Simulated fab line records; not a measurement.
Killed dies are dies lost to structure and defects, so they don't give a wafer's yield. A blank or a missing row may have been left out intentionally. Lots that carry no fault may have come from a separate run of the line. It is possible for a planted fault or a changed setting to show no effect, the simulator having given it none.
Which of the tools did it? / flow sky130 / 36 wafers from 12 lots sampled at 4 of the route's 708 steps

## WHAT THE GAUGES SHOWED, per wafer
SKY_LDD_HVP_OVL_MEAS_07.
lot=L438; measured=day 21 02:37; on=overlay-01; LDD_HVP_OVL (nm)=0.5 1.8 -1.0
lot=L439; measured=day 21 12:38; on=overlay-02; LDD_HVP_OVL (nm)=-0.7 -1.0 -0.8
lot=L441; measured=day 22 16:52; on=overlay-02; LDD_HVP_OVL (nm)=0.0 -1.2 -2.1
lot=L443; measured=day 23 15:10; on=overlay-02; LDD_HVP_OVL (nm)=0.8 -0.5 -1.0
lot=L445; measured=day 24 03:53; on=overlay-01; LDD_HVP_OVL (nm)=1.4 0.8 0.8
lot=L448; measured=day 25 06:20; on=overlay-01; LDD_HVP_OVL (nm)=0.1 0.4 0.9
lot=L450; measured=day 26 03:58; on=overlay-02; LDD_HVP_OVL (nm)=-1.9 -0.6 0.7
lot=L455; measured=day 28 23:20; on=overlay-02; LDD_HVP_OVL (nm)=-1.5 0.1 -1.3
lot=L456; measured=day 28 23:49; on=overlay-01; LDD_HVP_OVL (nm)=-0.3 -0.4 -0.9
lot=L457; measured=day 29 00:34; on=overlay-02; LDD_HVP_OVL (nm)=-1.6 -2.6 -1.3
lot=L458; measured=day 29 09:05; on=overlay-01; LDD_HVP_OVL (nm)=-1.1 -0.4 -1.3
lot=L460; measured=day 29 14:04; on=overlay-02; LDD_HVP_OVL (nm)=-3.5 -0.6 -2.8

SKY_CONTACT_RS_MEAS_25: a four-point-probe measurement.
lot=L438; measured=day 31 06:13; on=film_metro-01; CONTACT_W_RS (ohm/sq)=0.338 0.339 0.340
lot=L439; measured=day 31 08:58; on=film_metro-03; CONTACT_W_RS (ohm/sq)=0.342 0.341 0.340
lot=L441; measured=day 32 11:38; on=film_metro-01; CONTACT_W_RS (ohm/sq)=0.338 0.346 0.338
lot=L443; measured=day 33 04:59; on=film_metro-01; CONTACT_W_RS (ohm/sq)=0.338 0.342 0.342
lot=L445; measured=day 33 19:22; on=film_metro-03; CONTACT_W_RS (ohm/sq)=0.341 0.343 0.340
lot=L448; measured=day 34 20:42; on=film_metro-02; CONTACT_W_RS (ohm/sq)=0.338 0.340 0.337
lot=L450; measured=day 35 19:56; on=film_metro-01; CONTACT_W_RS (ohm/sq)=0.336 0.335 0.336
lot=L455; measured=day 38 13:49; on=film_metro-03; CONTACT_W_RS (ohm/sq)=0.332 0.332 0.335
lot=L456; measured=day 38 14:44; on=film_metro-01; CONTACT_W_RS (ohm/sq)=0.340 0.337 0.338
lot=L457; measured=day 38 14:50; on=film_metro-03; CONTACT_W_RS (ohm/sq)=0.335 0.332 0.335
lot=L458; measured=day 38 16:14; on=film_metro-01; CONTACT_W_RS (ohm/sq)=0.329 0.335 0.331
lot=L460; measured=day 38 20:31; on=film_metro-01; CONTACT_W_RS (ohm/sq)=0.336 0.332 0.335

## WHAT TOOL EACH LOT RAN ON (gives the tool, then ch and the chambers of the sampled wafers, and finally the start)
lot=L438; SKY_VT_ADJUST_LVTN_STRIP_09=plasma_asher-02 ch 0,1, day 6 16:01; SKY_VT_ADJUST_NCORE_STRIP_10=plasma_asher-01 ch 0,1, day 8 06:13
lot=L439; SKY_VT_ADJUST_LVTN_STRIP_09=plasma_asher-02 ch 0,1, day 6 22:52; SKY_VT_ADJUST_NCORE_STRIP_10=plasma_asher-02 ch 0,1, day 8 14:17
lot=L441; SKY_VT_ADJUST_LVTN_STRIP_09=plasma_asher-04 ch 0,1, day 7 14:28; SKY_VT_ADJUST_NCORE_STRIP_10=plasma_asher-03 ch 0,1, day 9 07:49
lot=L443; SKY_VT_ADJUST_LVTN_STRIP_09=plasma_asher-01 ch 0,1, day 8 06:46; SKY_VT_ADJUST_NCORE_STRIP_10=plasma_asher-01 ch 0,1, day 10 01:25
lot=L445; SKY_VT_ADJUST_LVTN_STRIP_09=plasma_asher-01 ch 0,1, day 8 13:03; SKY_VT_ADJUST_NCORE_STRIP_10=plasma_asher-02 ch 0,1, day 10 07:49
lot=L448; SKY_VT_ADJUST_LVTN_STRIP_09=plasma_asher-04 ch 0,1, day 9 11:49; SKY_VT_ADJUST_NCORE_STRIP_10=plasma_asher-01 ch 0,1, day 11 10:08
lot=L450; SKY_VT_ADJUST_LVTN_STRIP_09=plasma_asher-04 ch 0,1, day 9 23:40; SKY_VT_ADJUST_NCORE_STRIP_10=plasma_asher-02 ch 0,1, day 11 22:49
lot=L455; SKY_VT_ADJUST_LVTN_STRIP_09=plasma_asher-04 ch 0, day 12 06:07; SKY_VT_ADJUST_NCORE_STRIP_10=plasma_asher-02 ch 0,1, day 14 08:38
lot=L456; SKY_VT_ADJUST_LVTN_STRIP_09=plasma_asher-02 ch 1, day 12 06:31; SKY_VT_ADJUST_NCORE_STRIP_10=plasma_asher-03 ch 0,1, day 14 08:46
lot=L457; SKY_VT_ADJUST_LVTN_STRIP_09=plasma_asher-02 ch 0,1, day 12 14:07; SKY_VT_ADJUST_NCORE_STRIP_10=plasma_asher-01 ch 0, day 14 17:43
lot=L458; SKY_VT_ADJUST_LVTN_STRIP_09=plasma_asher-04 ch 0,1, day 12 21:43; SKY_VT_ADJUST_NCORE_STRIP_10=plasma_asher-01 ch 0,1, day 15 02:17
lot=L460; SKY_VT_ADJUST_LVTN_STRIP_09=plasma_asher-01 ch 0,1, day 13 07:43; SKY_VT_ADJUST_NCORE_STRIP_10=plasma_asher-03 ch 0,1, day 15 11:35
- SKY_VT_ADJUST_LVTN_STRIP_09: strips in O2/N2.
- SKY_VT_ADJUST_NCORE_STRIP_10: strips in O2/N2.

## AS READ BY THE TOOLS THEMSELVES (means over the sampled wafers that have a number; for cases with no such wafer, the mark the record gives instead)
SKY_VT_ADJUST_LVTN_STRIP_09.
lot=L438; tool=plasma_asher-02; chamber_pressure_mTorr (mTorr)=1500.3; drypump_motor_current_A (A)=6.0; o2_flow_sccm (sccm)=2996; oes_product_au (a.u.)=0.725; strip_time_to_endpoint_s (s)=36.88
lot=L439; tool=plasma_asher-02; chamber_pressure_mTorr (mTorr)=1499.5; drypump_motor_current_A (A)=6.0; o2_flow_sccm (sccm)=2994; oes_product_au (a.u.)=0.721; strip_time_to_endpoint_s (s)=36.90
lot=L441; tool=plasma_asher-04; chamber_pressure_mTorr (mTorr)=1501.2; drypump_motor_current_A (A)=5.4; o2_flow_sccm (sccm)=3004; oes_product_au (a.u.)=0.722; strip_time_to_endpoint_s (s)=36.85
lot=L443; tool=plasma_asher-01; chamber_pressure_mTorr (mTorr)=1500.3; drypump_motor_current_A (A)=5.4; o2_flow_sccm (sccm)=2993; oes_product_au (a.u.)=0.723; strip_time_to_endpoint_s (s)=37.00
lot=L445; tool=plasma_asher-01; chamber_pressure_mTorr (mTorr)=1498.5; drypump_motor_current_A (A)=5.1; o2_flow_sccm (sccm)=2990; oes_product_au (a.u.)=0.725; strip_time_to_endpoint_s (s)=36.91
lot=L448; tool=plasma_asher-04; chamber_pressure_mTorr (mTorr)=1501.2; drypump_motor_current_A (A)=5.5; o2_flow_sccm (sccm)=3009; oes_product_au (a.u.)=0.725; strip_time_to_endpoint_s (s)=37.15
lot=L450; tool=plasma_asher-04; chamber_pressure_mTorr (mTorr)=1499.3; drypump_motor_current_A (A)=5.4; o2_flow_sccm (sccm)=2996; oes_product_au (a.u.)=0.720; strip_time_to_endpoint_s (s)=36.94
lot=L455; tool=plasma_asher-04; chamber_pressure_mTorr (mTorr)=1500.9; drypump_motor_current_A (A)=5.6; o2_flow_sccm (sccm)=2997; oes_product_au (a.u.)=0.722; strip_time_to_endpoint_s (s)=36.93
lot=L456; tool=plasma_asher-02; chamber_pressure_mTorr (mTorr)=1500.2; drypump_motor_current_A (A)=6.0; o2_flow_sccm (sccm)=3594; oes_product_au (a.u.)=0.729; strip_time_to_endpoint_s (s)=36.86
lot=L457; tool=plasma_asher-02; chamber_pressure_mTorr (mTorr)=1499.7; drypump_motor_current_A (A)=6.0; o2_flow_sccm (sccm)=3593; oes_product_au (a.u.)=0.724; strip_time_to_endpoint_s (s)=36.61
lot=L458; tool=plasma_asher-04; chamber_pressure_mTorr (mTorr)=1499.1; drypump_motor_current_A (A)=5.4; o2_flow_sccm (sccm)=3002; oes_product_au (a.u.)=0.721; strip_time_to_endpoint_s (s)=36.99
lot=L460; tool=plasma_asher-01; chamber_pressure_mTorr (mTorr)=1500.2; drypump_motor_current_A (A)=5.1; o2_flow_sccm (sccm)=3005; oes_product_au (a.u.)=0.725; strip_time_to_endpoint_s (s)=36.92

SKY_VT_ADJUST_NCORE_STRIP_10.
lot=L438; tool=plasma_asher-01; chamber_pressure_mTorr (mTorr)=1500.6; drypump_motor_current_A (A)=5.4; o2_flow_sccm (sccm)=3001; oes_product_au (a.u.)=0.717; strip_time_to_endpoint_s (s)=14.16
lot=L439; tool=plasma_asher-02; chamber_pressure_mTorr (mTorr)=1500.0; drypump_motor_current_A (A)=6.0; o2_flow_sccm (sccm)=2995; oes_product_au (a.u.)=0.717; strip_time_to_endpoint_s (s)=14.14
lot=L441; tool=plasma_asher-03; chamber_pressure_mTorr (mTorr)=1499.4; drypump_motor_current_A (A)=5.8; o2_flow_sccm (sccm)=3005; oes_product_au (a.u.)=0.716; strip_time_to_endpoint_s (s)=14.22
lot=L443; tool=plasma_asher-01; chamber_pressure_mTorr (mTorr)=1499.9; drypump_motor_current_A (A)=5.4; o2_flow_sccm (sccm)=2993; oes_product_au (a.u.)=0.714; strip_time_to_endpoint_s (s)=14.22
lot=L445; tool=plasma_asher-02; chamber_pressure_mTorr (mTorr)=1500.4; drypump_motor_current_A (A)=6.0; o2_flow_sccm (sccm)=2995; oes_product_au (a.u.)=0.713; strip_time_to_endpoint_s (s)=14.23
lot=L448; tool=plasma_asher-01; chamber_pressure_mTorr (mTorr)=1500.1; drypump_motor_current_A (A)=5.1; o2_flow_sccm (sccm)=2991; oes_product_au (a.u.)=0.716; strip_time_to_endpoint_s (s)=14.19
lot=L450; tool=plasma_asher-02; chamber_pressure_mTorr (mTorr)=1499.9; drypump_motor_current_A (A)=6.0; o2_flow_sccm (sccm)=2994; oes_product_au (a.u.)=0.709; strip_time_to_endpoint_s (s)=14.18
lot=L455; tool=plasma_asher-02; chamber_pressure_mTorr (mTorr)=1499.7; drypump_motor_current_A (A)=6.0; o2_flow_sccm (sccm)=3000; oes_product_au (a.u.)=0.713; strip_time_to_endpoint_s (s)=14.18
lot=L456; tool=plasma_asher-03; chamber_pressure_mTorr (mTorr)=1498.3; drypump_motor_current_A (A)=5.8; o2_flow_sccm (sccm)=2991; oes_product_au (a.u.)=0.715; strip_time_to_endpoint_s (s)=14.18
lot=L457; tool=plasma_asher-01; chamber_pressure_mTorr (mTorr)=1500.6; drypump_motor_current_A (A)=5.6; o2_flow_sccm (sccm)=2990; oes_product_au (a.u.)=0.717; strip_time_to_endpoint_s (s)=14.23
lot=L458; tool=plasma_asher-01; chamber_pressure_mTorr (mTorr)=1501.1; drypump_motor_current_A (A)=5.4; o2_flow_sccm (sccm)=3003; oes_product_au (a.u.)=0.712; strip_time_to_endpoint_s (s)=14.17
lot=L460; tool=plasma_asher-03; chamber_pressure_mTorr (mTorr)=1499.7; drypump_motor_current_A (A)=5.8; o2_flow_sccm (sccm)=2999; oes_product_au (a.u.)=0.717; strip_time_to_endpoint_s (s)=14.18

## THE ANSWER, worked out from the rows above alone
Rule: usual is defined by the lots themselves. Put in order of their means at a reading, lots are off if they are a third of the lots or fewer, leave a main group of 4 or more, and stand apart from it by a gap of 3 or more times the standard deviation of the main group's means; of several such gaps the widest counts. A main group is skipped when, at the precision printed for the reading in the tables above, its means are all equal. Also off: a lot with no number at a reading for which 4 or more lots have one. Any other lot the step has rows for is counted as sound. Order of review: gauges by route order, followed by the tools' own readings, for which a lot's mean as printed above is used. The first step at which some lot is off is used, and at that step the reading that is off furthest; a lot without a number counts as furthest.
Off, at SKY_VT_ADJUST_LVTN_STRIP_09 on o2_flow_sccm: L456, L457. Main group: mean 2999 sccm, sd 5.8.
If a tool, at that step or one of the process steps before it, ran each lot that is off and ran no sound lot following the first of them, it fits. One fits: SKY_VT_ADJUST_LVTN_STRIP_09 on plasma_asher-02. Its last sound lot is L439 (day 6 22:52), its first lot that is off L456 (day 12 06:31): a fault that began between those two fits.
On the lots that are off, the tool's own readings at SKY_VT_ADJUST_LVTN_STRIP_09 differ by more than 5 times the standard deviation of the sound lots' means, which bears it out; o2_flow_sccm reads 3594 sccm there versus 2999 sccm on the sound lots.

## WHAT WAS PUT IN BY THE SIMULATOR
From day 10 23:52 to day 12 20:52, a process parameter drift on plasma_asher-02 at SKY_VT_ADJUST_LVTN_STRIP_09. The setting o2_flow_sccm was moved by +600, starting from 3000. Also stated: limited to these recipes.
Lots struck among those shown: L456, L457. Same finding as the rule above.
